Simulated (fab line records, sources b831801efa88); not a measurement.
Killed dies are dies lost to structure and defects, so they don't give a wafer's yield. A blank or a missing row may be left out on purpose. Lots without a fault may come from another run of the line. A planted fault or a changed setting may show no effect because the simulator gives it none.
A struck lot beside a sound one | flow gf180mcu | 43 steps out of a route of 602
Sound: wafers L703.3, L703.4, L703.5. Struck: wafers L714.1, L714.3, L714.4. The cause comes at the end.
At each step with rows: each side's tool, then ch and its chambers, then its first start. Under that, the readings that differ: sound wafers | struck wafers | difference of the means | sigmas: that difference in standard deviations of wafers without a fault.
alike: readings whose means differ by less than 2 such deviations, and words and numbers that are the same on both sides. not compared: withheld readings, readings that some wafer has no value for, bounds like >300 that may hide the same value, and numbers for which the record gives no deviation and whose values overlap.
The two part at a step that has a row with sigmas, a row that says differs or no value, or rows on one side only. Numbers that don't overlap but have no deviation are shown without sigmas and don't part them. A reading that every wafer of one side lacks parts them only if that side has two wafers or more.

first, 6 steps without rows for these wafers: GF_HV_LDD_HMDS_25 (prime time 60 s); GF_HV_LDD_COAT_26 (resist thk 1000 nm); GF_HV_LDD_SOFTBAKE_27 (time 60 s); GF_HV_LDD_EXPOSE_28 (exposes mask Nplus HV AREA, target cd 400 nm); GF_HV_LDD_PEB_29; GF_HV_LDD_DEVELOP_30 (develop time 60 s).
GF_HV_LDD_CD_MEAS_31: target cd 400 nm.
  sound on cd_sem-02, day 11 21:01; struck on cd_sem-01, day 15 07:28
  reading    | sound             | struck            | difference | sigmas
  cd_nm (nm) | 401.6 402.3 403.6 | 396.7 397.5 399.0 | -4.8       | -2
GF_HV_LDD_OVL_MEAS_32:
  sound on overlay-01, day 11 21:07; struck on overlay-01, day 15 07:35
  alike: HV_LDD_02_OVL
then, 4 steps without rows for these wafers: GF_HV_LDD_IMPLANT_33; GF_HV_LDD_IMPLANT_34; GF_HV_LDD_IMPLANT_35; GF_HV_LDD_IMPLANT_36.
GF_HV_LDD_STRIP_37: strips in O2/N2.
  sound on plasma_asher-01 ch 0,1, day 11 21:46; struck on plasma_asher-03 ch 0,1, day 15 08:14
  alike: drypump_motor_current_A, heater_power_w, o2_flow_sccm, oes_product_au, strip_time_to_endpoint_s
  not compared: rf_hours_counter_h
GF_HV_LDD_TW_MEAS_38:
  sound on film_metro-01, day 11 21:52; struck on film_metro-03, day 15 08:26
  reading     | sound          | struck         | difference | sigmas
  HV_LDD_3_TW | 1421 1423 1431 | 1462 1470 1467 | +41        | +2
then, 7 steps without rows for these wafers: GF_HV_LDD_DEHYDRATE_39 (time 60 s); GF_HV_LDD_HMDS_40 (prime time 60 s); GF_HV_LDD_COAT_41 (resist thk 1000 nm); GF_HV_LDD_SOFTBAKE_42 (time 60 s); GF_HV_LDD_EXPOSE_43 (exposes mask Pplus HV AREA, target cd 400 nm); GF_HV_LDD_PEB_44; GF_HV_LDD_DEVELOP_45 (develop time 60 s).
GF_HV_LDD_CD_MEAS_46: target cd 400 nm.
  sound on cd_sem-02, day 12 16:50; struck on cd_sem-02, day 16 05:05
  alike: cd_nm
GF_HV_LDD_OVL_MEAS_47:
  sound on overlay-02, day 12 16:55; struck on overlay-01, day 16 05:12
  alike: HV_LDD_03_OVL
then, 1 step without rows for these wafers: GF_HV_LDD_IMPLANT_48.
GF_HV_LDD_STRIP_49: strips in O2/N2.
  sound on plasma_asher-04 ch 0,1, day 12 17:08; struck on plasma_asher-01 ch 0,1, day 16 05:23
  alike: drypump_motor_current_A, heater_power_w, o2_flow_sccm, oes_product_au, strip_time_to_endpoint_s
  not compared: rf_hours_counter_h
GF_HV_LDD_TW_MEAS_50:
  sound on film_metro-01, day 12 17:13; struck on film_metro-03, day 16 05:29
  alike: HV_LDD_4_TW
then, 1 step without rows for these wafers: GF_HV_LDD_CLEAN_51 (cleans in SC1/SC2, time 150 s).
GF_HV_LDD_RTA_52: time 10 s.
  sound on rtp_anneal-01 ch 0, day 12 17:20; struck on rtp_anneal-01 ch 0, day 16 05:36
  alike: lamp_power_pct, wafer_temp_C_max
GF_HV_LDD_RS_MEAS_53: measures by four-point-probe.
  sound on film_metro-03, day 12 17:25; struck on film_metro-03, day 16 05:40
  alike: HV_LDD_RS
then, 1 step without rows for these wafers: GF_HV_LDD_CVD_54 (deposits SiO2 from TEOS, target thk 10 nm, time 75 s).
GF_HV_LDD_THK_MEAS_55:
  sound on film_metro-03, day 12 18:32; struck on film_metro-03, day 16 06:49
  reading                | sound             | struck           | difference | sigmas
  HV_LDD_CVD_54_THK (nm) | 10.43 10.36 10.42 | 9.97 10.00 10.02 | -0.41      | -3
then, 1 step without rows for these wafers: GF_HV_LDD_CVD_56 (deposits Si3N4 from DCS/NH3, target thk 90 nm, time 1543 s).
GF_HV_LDD_THK_MEAS_57:
  sound on film_metro-03, day 12 20:01; struck on film_metro-03, day 16 08:18
  alike: HV_LDD_CVD_56_THK
GF_HV_LDD_ETCHBACK_58: etches Si3N4 in CH3F/O2, stops on SiO2, time 100 s, target depth 90 nm.
  sound on rie_diel-01 ch 0,2,3, day 12 20:04; struck on rie_diel-04 ch 0,1,3, day 16 08:22
  alike: bias_w, ch3f_flow_sccm, drypump_motor_current_A, oes_product_au, throttle_valve_pct
  not compared: rf_hours_counter_h
then, 7 steps without rows for these wafers: GF_NSD_DEHYDRATE_00 (time 60 s); GF_NSD_HMDS_01 (prime time 60 s); GF_NSD_COAT_02 (resist thk 1000 nm); GF_NSD_SOFTBAKE_03 (time 60 s); GF_NSD_EXPOSE_04 (exposes mask Nplus, target cd 400 nm); GF_NSD_PEB_05; GF_NSD_DEVELOP_06 (develop time 60 s).
GF_NSD_CD_MEAS_07: target cd 400 nm.
  sound on cd_sem-02, day 13 15:40; struck on cd_sem-02, day 17 06:55
  reading    | sound             | struck            | difference | sigmas
  cd_nm (nm) | 399.3 396.7 394.1 | 401.0 400.6 401.3 | +4.3       | +2
-- the record jumps here: 15 days lie between the struck wafers' starts before and after (it left off in module NSD and takes up again in module PASSIVATION, whose first step shown is number 602 of the route) --
GF_PASSIVATION_PROBE_99:
  the record has rows for the struck wafers here (prober-01, day 32 08:56) and none for the sound ones

WHERE THEY PART
First at GF_HV_LDD_CD_MEAS_31; last, within this record, at GF_PASSIVATION_PROBE_99.

WHY: what the simulator had put in
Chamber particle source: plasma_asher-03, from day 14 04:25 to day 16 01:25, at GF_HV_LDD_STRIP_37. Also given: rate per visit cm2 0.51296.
